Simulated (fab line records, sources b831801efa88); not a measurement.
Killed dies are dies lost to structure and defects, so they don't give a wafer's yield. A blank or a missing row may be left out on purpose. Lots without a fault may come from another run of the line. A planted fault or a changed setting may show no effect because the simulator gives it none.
Chamber matching | flow gf180mcu | GF_SAB_ETCH_11 on rie_diel-03: 4 sister chambers
The step etches SiO2 in C4F8/O2/Ar, target depth 55 nm, time 8.5 s. 4 wafers are shown with their chamber, then 7 later ones without.

WAFERS WITH THEIR CHAMBER
wafer  | chamber | oes_product_au (a.u.)
L085.2 | 1       | 1.001
L085.5 | 2       | 1.026
L086.1 | 3       | 0.992
L086.2 | 0       | 1.008

WAFERS WITHOUT THEIR CHAMBER
wafer  | oes_product_au (a.u.)
L086.5 | 0.988
L087.1 | 0.992
L087.3 | 0.997
L087.5 | 1.016
L097.2 | 1.013
L097.3 | 0.995
L097.4 | 1.003

WHICH CHAMBER EACH WENT THROUGH
wafer  | from the rows above          | in truth
L086.5 | 3                            | 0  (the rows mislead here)
L087.1 | 3                            | 3
L087.3 | can't be placed: 1 or 3 or 0 | 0
L087.5 | can't be placed: 0 or 2 or 1 | 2
L097.2 | can't be placed: 0 or 1 or 2 | 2
L097.3 | can't be placed: 3 or 1      | 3
L097.4 | can't be placed: 1 or 0      | 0
Placed correctly: 1 of 7. Can't be placed from these rows: 5 (the true chamber is among the candidates in 5). Placed wrongly: 1.
How it was worked out, from the rows above alone: a wafer's distance from a chamber is the root of the sum, over the readings, of the square of ((its reading less the chamber's mean) divided by the reading's scatter). The wafer belongs to the nearest chamber; if the next one is less than 2 further off, it can't be placed. A chamber's mean is the mean of its shown wafers. The scatter: with one shown wafer a chamber, the root of the mean of the squares of how far each hidden wafer lies from its nearest shown one.
